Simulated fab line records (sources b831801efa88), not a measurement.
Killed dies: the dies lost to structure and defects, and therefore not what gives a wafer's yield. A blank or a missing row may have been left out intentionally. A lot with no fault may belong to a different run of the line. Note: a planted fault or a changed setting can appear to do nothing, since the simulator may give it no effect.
Chamber matching + flow sfqLine + SFQ_TRILAYER_A5B_CMP_CMP_130 on cmp-01 has 4 sister chambers
The step polishes, stops on Nb, target thk 340.7 nm. 8 wafers are shown with their chamber, then 8 later ones without.

## WAFERS WITH THEIR CHAMBER
| wafer  | chamber | motorCurrentA (A) | slurryFilterDpKPa (kPa) |
|--------|---------|-------------------|-------------------------|
| L135.1 | 2       | 9.9               | 13.37                   |
| L135.5 | 3       | 9.6               | 13.48                   |
| L141.4 | 1       | 10.7              | 13.65                   |
| L141.5 | 2       | 10.2              | 13.48                   |
| L145.1 | 0       | 10.5              | 13.34                   |
| L145.2 | 1       | 11.2              | 13.38                   |
| L145.6 | 0       | 10.5              | 13.75                   |
| L149.1 | 3       | 9.5               | 13.58                   |

## WAFERS WITH NO CHAMBER GIVEN
| wafer  | motorCurrentA (A) | slurryFilterDpKPa (kPa) |
|--------|-------------------|-------------------------|
| L149.2 | 10.2              | 13.36                   |
| L149.6 | 10.4              | 13.44                   |
| L151.1 | 10.3              | 13.61                   |
| L151.5 | 10.7              | 13.50                   |
| L151.6 | 9.4               | 13.37                   |
| L156.3 | 9.5               | 13.31                   |
| L156.1 | 11.5              | 13.64                   |
| L156.6 | 10.1              | 13.40                   |

## EACH ONE'S CHAMBER
| wafer  | from the rows above          | in truth |
|--------|------------------------------|----------|
| L149.2 | can't be placed: 2 or 0      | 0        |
| L149.6 | can't be placed: 0 or 2 or 1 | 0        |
| L151.1 | can't be placed: 0 or 2      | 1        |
| L151.5 | can't be placed: 0 or 1      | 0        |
| L151.6 | can't be placed: 3 or 2      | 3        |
| L156.3 | can't be placed: 3 or 2      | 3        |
| L156.1 | 1                            | 1        |
| L156.6 | can't be placed: 2 or 0      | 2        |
Placed correctly: 1 of 8. Unplaceable from these rows: 7, with the true chamber sitting among the candidates in 6. Placed wrongly: 0.
How it was worked out, from the rows above alone: a wafer's distance from a chamber is the root of the sum, over the readings, of the square of ((its reading less the chamber's mean) divided by the reading's scatter). If the next closest chamber is less than 2 further off than the closest, the wafer can't be placed; otherwise it belongs to the closest. For every chamber, the mean is computed from those of its wafers that are shown. The scatter is the square root of a quotient: the sum, over the shown wafers, of each reading's squared deviation from its chamber's mean, divided by wafers minus chambers.
